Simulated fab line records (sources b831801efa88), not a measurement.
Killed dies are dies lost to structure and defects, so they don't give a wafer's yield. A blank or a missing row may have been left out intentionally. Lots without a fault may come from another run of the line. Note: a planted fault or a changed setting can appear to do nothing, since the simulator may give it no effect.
Split-lot trial + flow sky130 + 5 lots, 23 wafers read, on a route of 708 steps

== THE SPLIT ITSELF ==
At SKY_CAP2M_DEVELOP_11 (develop time 60 s), the setting developTimeS was moved away from the recipe's 60 s on 6 of the 23 wafers read, by -13.9% to +13.1%. This setting was run at the recipe's value on the other wafers.

Split to reading: the file shows no intervening step.

== THE READING ==
CAP2M.cdNm (the simulator's own value, which no gauge read), in nm, at SKY_CAP2M_METAL_ETCH_13 (etches TiN in Cl2/BCl3, stops on SiO2, target depth 220 nm, time 62.9 s). No usual value for it is given in the file. Here, 17 wafers ran the recipe; their average is 1001.6 nm with a standard deviation of 3.4 nm.

| wafer  | tool, chamber at the split | developTimeS as run, s | against the recipe | CAP2M.cdNm, nm | against lot-mates on the recipe |
|--------|----------------------------|------------------------|--------------------|----------------|---------------------------------|
| L076.2 | lithoTrack-01, 0           | 60                     | recipe             | 1005           | -                               |
| L076.4 | lithoTrack-01, 0           | 60                     | recipe             | 1004           | -                               |
| L076.5 | lithoTrack-01, 0           | 60                     | recipe             | 1005           | -                               |
| L077.1 | lithoTrack-01, 0           | 60                     | recipe             | 996.1          | -                               |
| L077.2 | lithoTrack-01, 0           | 60                     | recipe             | 1003           | -                               |
| L077.6 | lithoTrack-01, 0           | 60                     | recipe             | 1003           | -                               |
| L077.4 | lithoTrack-01, 0           | 60                     | recipe             | 1004           | -                               |
| L077.5 | lithoTrack-01, 0           | 60                     | recipe             | 996.7          | -                               |
| L082.1 | lithoTrack-03, 0           | 67.83                  | +13.1%             | 990.4          | -9.2                            |
| L082.2 | lithoTrack-03, 0           | 60                     | recipe             | 998.9          | -                               |
| L082.3 | lithoTrack-03, 0           | 60                     | recipe             | 998.9          | -                               |
| L082.4 | lithoTrack-03, 0           | 60                     | recipe             | 1001           | -                               |
| L082.6 | lithoTrack-03, 0           | 67.83                  | +13.1%             | 985.7          | -13.9                           |
| L083.1 | lithoTrack-03, 0           | 66.94                  | +11.6%             | 992.8          | -11.6                           |
| L083.2 | lithoTrack-03, 0           | 60                     | recipe             | 1008           | -                               |
| L083.3 | lithoTrack-03, 0           | 60                     | recipe             | 1006           | -                               |
| L083.4 | lithoTrack-03, 0           | 66.94                  | +11.6%             | 991.5          | -12.9                           |
| L083.6 | lithoTrack-03, 0           | 60                     | recipe             | 999.1          | -                               |
| L084.1 | lithoTrack-04, 0           | 51.68                  | -13.9%             | 1015           | +15.8                           |
| L084.2 | lithoTrack-04, 0           | 60                     | recipe             | 996.8          | -                               |
| L084.3 | lithoTrack-04, 0           | 60                     | recipe             | 999.9          | -                               |
| L084.5 | lithoTrack-04, 0           | 51.68                  | -13.9%             | 1017           | +17.8                           |
| L084.6 | lithoTrack-04, 0           | 60                     | recipe             | 1001           | -                               |

FIT RESULTS
A straight line over all 23 wafers: CAP2M.cdNm changes by -0.982 nm for each +1% of developTimeS; r = -0.90; the points scatter about the line by 3.3 nm.
The same after taking each lot's own level away (the mean of its wafers on the recipe; 23 wafers): -1.07 nm for each +1%; r = -0.94; scatter 2.6 nm.
That fit puts the effect of the largest move of developTimeS on the reading at 15 nm.
The span of the lots' own levels, 999.23 to 1004.67 nm, comes to 1.6 times the standard deviation stated above.
The two slopes are in agreement: the lot-to-lot level therefore moves the slope only a little.
Check: with one of the wafers moved furthest among these (-13.9%) left out of the fit, the line predicts +14.9 nm for it against its lot-mates. It came out at +15.8 nm against them.

== THESE WAFERS: OTHER SPLITS ==
These wafers also went through other splits before the reading. Each is held against what the fit with the lots' levels taken away leaves over:
| other split on the same wafers        | wafers away from the commonest value | r with CAP2M.cdNm (lot level and that fit taken away) |
|---------------------------------------|--------------------------------------|-------------------------------------------------------|
| SKY_METAL3_EXPOSE_10 doseMj           | 9                                    | -0.20                                                 |
| SKY_VIA3_CMP_02 leaveAboveRefNm       | 11                                   | -0.04                                                 |
| SKY_VIA3_SOFTBAKE_08 timeS            | 7                                    | +0.30                                                 |
| SKY_VIA3_SPUTTER_20 chamberPressurePa | 15                                   | +0.09                                                 |
| SKY_CAP2M_COAT_07 spinRpm             | 7                                    | -0.45                                                 |

== THE FILE'S OWN FIT ==
CAP2M.cdNm changes by -1.05 nm for each +1% of developTimeS, r = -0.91.
